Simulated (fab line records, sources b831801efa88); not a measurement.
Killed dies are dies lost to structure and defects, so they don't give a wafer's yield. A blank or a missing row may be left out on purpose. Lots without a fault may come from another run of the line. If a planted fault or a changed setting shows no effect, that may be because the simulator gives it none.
A sampling plan put to the test || flow gf180mcu || each of the 22 faults these records tell of, on one fab line, judged from the records of the lots it struck
The plan consists of the line's own looks: route steps at which the wafer is read by a gauge or an inspection but not changed. A look can be judged if struck wafers have a number there and the file gives its usual mean and standard deviation on fault-free wafers. Caught: the struck wafers' mean, at a look after the fault's first step, is 4 or more of those standard deviations (sigma) away from the usual mean. On the tool: the identical test, applied to the tool's own readings at the steps of the fault. Also counted as caught: the struck wafers showing another recipe, or a record that is empty for them alone.

## THE FAULTS, as the simulator had put them in
1. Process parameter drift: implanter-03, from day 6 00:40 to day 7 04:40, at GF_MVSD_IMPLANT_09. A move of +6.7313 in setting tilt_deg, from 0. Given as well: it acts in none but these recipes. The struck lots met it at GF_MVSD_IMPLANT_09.
2. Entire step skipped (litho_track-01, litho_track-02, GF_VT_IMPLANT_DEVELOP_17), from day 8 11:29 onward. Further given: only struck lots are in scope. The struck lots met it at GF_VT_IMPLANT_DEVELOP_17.
3. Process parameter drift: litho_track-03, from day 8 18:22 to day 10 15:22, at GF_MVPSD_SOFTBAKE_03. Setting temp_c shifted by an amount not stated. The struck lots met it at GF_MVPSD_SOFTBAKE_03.
4. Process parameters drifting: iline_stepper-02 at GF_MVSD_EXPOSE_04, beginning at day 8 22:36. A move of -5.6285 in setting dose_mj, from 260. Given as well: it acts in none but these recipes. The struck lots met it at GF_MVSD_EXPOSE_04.
5. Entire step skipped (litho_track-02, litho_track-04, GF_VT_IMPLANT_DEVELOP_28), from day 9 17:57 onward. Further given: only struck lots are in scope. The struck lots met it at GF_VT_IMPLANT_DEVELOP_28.
6. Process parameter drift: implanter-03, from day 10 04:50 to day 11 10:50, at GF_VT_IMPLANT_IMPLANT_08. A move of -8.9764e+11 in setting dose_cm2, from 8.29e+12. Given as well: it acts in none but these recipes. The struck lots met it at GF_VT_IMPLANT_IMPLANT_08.
7. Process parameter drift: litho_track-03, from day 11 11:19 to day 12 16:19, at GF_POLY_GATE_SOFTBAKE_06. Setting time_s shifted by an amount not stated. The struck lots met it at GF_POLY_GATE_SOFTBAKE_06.
8. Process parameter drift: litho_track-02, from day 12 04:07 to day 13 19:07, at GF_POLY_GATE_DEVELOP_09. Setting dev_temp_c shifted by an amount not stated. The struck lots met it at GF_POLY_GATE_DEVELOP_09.
9. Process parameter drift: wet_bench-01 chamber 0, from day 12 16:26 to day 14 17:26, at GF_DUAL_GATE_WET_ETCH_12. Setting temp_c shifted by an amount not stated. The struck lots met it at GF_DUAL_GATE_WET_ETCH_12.
10. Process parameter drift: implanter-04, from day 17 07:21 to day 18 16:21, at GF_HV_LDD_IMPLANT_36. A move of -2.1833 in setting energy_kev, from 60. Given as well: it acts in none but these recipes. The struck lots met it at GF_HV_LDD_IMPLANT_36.
11. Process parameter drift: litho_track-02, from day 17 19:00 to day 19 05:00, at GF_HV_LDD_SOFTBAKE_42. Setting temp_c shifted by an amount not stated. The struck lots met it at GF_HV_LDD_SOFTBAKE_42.
12. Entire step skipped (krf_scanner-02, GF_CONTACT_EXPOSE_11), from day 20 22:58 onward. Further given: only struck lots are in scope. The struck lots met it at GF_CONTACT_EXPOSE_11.
13. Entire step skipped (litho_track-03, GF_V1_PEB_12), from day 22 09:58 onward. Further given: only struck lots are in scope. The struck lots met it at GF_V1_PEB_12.
14. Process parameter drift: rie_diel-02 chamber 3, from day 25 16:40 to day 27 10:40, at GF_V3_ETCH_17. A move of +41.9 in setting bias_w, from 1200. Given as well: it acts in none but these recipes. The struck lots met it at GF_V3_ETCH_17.
15. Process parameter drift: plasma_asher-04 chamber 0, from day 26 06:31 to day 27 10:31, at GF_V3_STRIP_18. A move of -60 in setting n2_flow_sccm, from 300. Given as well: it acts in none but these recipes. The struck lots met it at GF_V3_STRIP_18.
16. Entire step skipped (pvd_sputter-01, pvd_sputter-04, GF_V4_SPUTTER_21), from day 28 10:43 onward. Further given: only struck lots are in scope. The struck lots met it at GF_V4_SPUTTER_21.
17. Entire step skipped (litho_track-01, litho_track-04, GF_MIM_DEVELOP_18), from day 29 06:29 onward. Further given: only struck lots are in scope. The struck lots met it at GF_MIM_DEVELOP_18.
18. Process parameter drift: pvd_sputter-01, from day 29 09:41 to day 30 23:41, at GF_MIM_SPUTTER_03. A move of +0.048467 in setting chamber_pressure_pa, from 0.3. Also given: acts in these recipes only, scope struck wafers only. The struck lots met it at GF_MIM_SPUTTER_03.
19. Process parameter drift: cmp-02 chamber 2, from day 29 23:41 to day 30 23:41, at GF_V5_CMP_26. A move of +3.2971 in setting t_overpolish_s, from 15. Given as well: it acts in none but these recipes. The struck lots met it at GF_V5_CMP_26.
20. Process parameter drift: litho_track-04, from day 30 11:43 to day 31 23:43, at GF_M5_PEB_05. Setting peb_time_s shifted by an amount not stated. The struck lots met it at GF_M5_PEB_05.
21. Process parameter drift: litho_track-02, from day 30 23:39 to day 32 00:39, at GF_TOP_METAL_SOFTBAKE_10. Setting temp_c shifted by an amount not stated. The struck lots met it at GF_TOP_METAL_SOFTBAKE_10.
22. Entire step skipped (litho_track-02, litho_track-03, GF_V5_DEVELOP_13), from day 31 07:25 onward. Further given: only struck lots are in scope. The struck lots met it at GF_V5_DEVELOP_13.

## WHAT THE PLAN SAW
{"fault": 1, "on the tool itself": "tilt_deg +99 or beyond sigma", "first look that catches it": "no look after it can be judged", "reading, sigma": "-", "median hours from its first step to that look": "-", "hours from the fault's start to the first struck lot there": "-", "judged looks passed uncaught": 0}
{"fault": 2, "on the tool itself": "the tool's record is blank for the struck wafers", "first look that catches it": "no look after it can be judged", "reading, sigma": "-", "median hours from its first step to that look": "-", "hours from the fault's start to the first struck lot there": "-", "judged looks passed uncaught": 0}
{"fault": 3, "on the tool itself": "plate_temp_C +16 sigma", "first look that catches it": "not the one look that can be judged after it", "reading, sigma": "-", "median hours from its first step to that look": "-", "hours from the fault's start to the first struck lot there": "-", "judged looks passed uncaught": 1}
{"fault": 4, "on the tool itself": "exposure_dose_mJ_cm2 -22 sigma", "first look that catches it": "none of the 2 looks that can be judged after it", "reading, sigma": "-", "median hours from its first step to that look": "-", "hours from the fault's start to the first struck lot there": "-", "judged looks passed uncaught": 2}
{"fault": 5, "on the tool itself": "the tool's record is blank for the struck wafers", "first look that catches it": "no look after it can be judged", "reading, sigma": "-", "median hours from its first step to that look": "-", "hours from the fault's start to the first struck lot there": "-", "judged looks passed uncaught": 0}
{"fault": 6, "on the tool itself": "dose_ions_cm2 -99 or beyond sigma", "first look that catches it": "not the one look that can be judged after it", "reading, sigma": "-", "median hours from its first step to that look": "-", "hours from the fault's start to the first struck lot there": "-", "judged looks passed uncaught": 1}
{"fault": 7, "on the tool itself": "run_length_s +31 sigma", "first look that catches it": "not the one look that can be judged after it", "reading, sigma": "-", "median hours from its first step to that look": "-", "hours from the fault's start to the first struck lot there": "-", "judged looks passed uncaught": 1}
{"fault": 8, "on the tool itself": "developer_temp_C +8.6 sigma", "first look that catches it": "not the one look that can be judged after it", "reading, sigma": "-", "median hours from its first step to that look": "-", "hours from the fault's start to the first struck lot there": "-", "judged looks passed uncaught": 1}
{"fault": 9, "on the tool itself": "temp_c -99 or beyond sigma", "first look that catches it": "not the one look that can be judged after it", "reading, sigma": "-", "median hours from its first step to that look": "-", "hours from the fault's start to the first struck lot there": "-", "judged looks passed uncaught": 1}
{"fault": 10, "on the tool itself": "beam_energy_keV -99 or beyond sigma", "first look that catches it": "none of the 2 looks that can be judged after it", "reading, sigma": "-", "median hours from its first step to that look": "-", "hours from the fault's start to the first struck lot there": "-", "judged looks passed uncaught": 2}
{"fault": 11, "on the tool itself": "heater_power_total_W -18 sigma", "first look that catches it": "no look after it can be judged", "reading, sigma": "-", "median hours from its first step to that look": "-", "hours from the fault's start to the first struck lot there": "-", "judged looks passed uncaught": 0}
{"fault": 12, "on the tool itself": "no reading that can be judged", "first look that catches it": "no look after it can be judged", "reading, sigma": "-", "median hours from its first step to that look": "-", "hours from the fault's start to the first struck lot there": "-", "judged looks passed uncaught": 0}
{"fault": 13, "on the tool itself": "the tool's record is blank for the struck wafers", "first look that catches it": "no look after it can be judged", "reading, sigma": "-", "median hours from its first step to that look": "-", "hours from the fault's start to the first struck lot there": "-", "judged looks passed uncaught": 0}
{"fault": 14, "on the tool itself": "bias_w +11 sigma", "first look that catches it": "no look after it can be judged", "reading, sigma": "-", "median hours from its first step to that look": "-", "hours from the fault's start to the first struck lot there": "-", "judged looks passed uncaught": 0}
{"fault": 15, "on the tool itself": "n2_flow_sccm -72 sigma", "first look that catches it": "no look after it can be judged", "reading, sigma": "-", "median hours from its first step to that look": "-", "hours from the fault's start to the first struck lot there": "-", "judged looks passed uncaught": 0}
{"fault": 16, "on the tool itself": "the tool's record is blank for the struck wafers", "first look that catches it": "no look after it can be judged", "reading, sigma": "-", "median hours from its first step to that look": "-", "hours from the fault's start to the first struck lot there": "-", "judged looks passed uncaught": 0}
{"fault": 17, "on the tool itself": "the tool's record is blank for the struck wafers", "first look that catches it": "no look after it can be judged", "reading, sigma": "-", "median hours from its first step to that look": "-", "hours from the fault's start to the first struck lot there": "-", "judged looks passed uncaught": 0}
{"fault": 18, "on the tool itself": "chamber_pressure_pa +78 sigma", "first look that catches it": "no look after it can be judged", "reading, sigma": "-", "median hours from its first step to that look": "-", "hours from the fault's start to the first struck lot there": "-", "judged looks passed uncaught": 0}
{"fault": 19, "on the tool itself": "overpolish_run_s +99 or beyond sigma", "first look that catches it": "no look after it can be judged", "reading, sigma": "-", "median hours from its first step to that look": "-", "hours from the fault's start to the first struck lot there": "-", "judged looks passed uncaught": 0}
{"fault": 20, "on the tool itself": "heater_power_total_W +36 sigma", "first look that catches it": "not the one look that can be judged after it", "reading, sigma": "-", "median hours from its first step to that look": "-", "hours from the fault's start to the first struck lot there": "-", "judged looks passed uncaught": 1}
{"fault": 21, "on the tool itself": "heater_power_total_W +99 or beyond sigma", "first look that catches it": "no look after it can be judged", "reading, sigma": "-", "median hours from its first step to that look": "-", "hours from the fault's start to the first struck lot there": "-", "judged looks passed uncaught": 0}
{"fault": 22, "on the tool itself": "the tool's record is blank for the struck wafers", "first look that catches it": "no look after it can be judged", "reading, sigma": "-", "median hours from its first step to that look": "-", "hours from the fault's start to the first struck lot there": "-", "judged looks passed uncaught": 0}
A dash: the fault isn't caught, or these records don't give the number.

Caught at a look: 0 of 22. Caught on the tool: 21 of 22. By one or the other: 21 of 22.
Faults 1, 2, 3, 4, 5, 6, 7, 8, 9, 10, 11, 13, 14, 15, 16, 17, 18, 19, 20, 21, 22 were caught on the tool alone.
Caught by neither: fault 12.
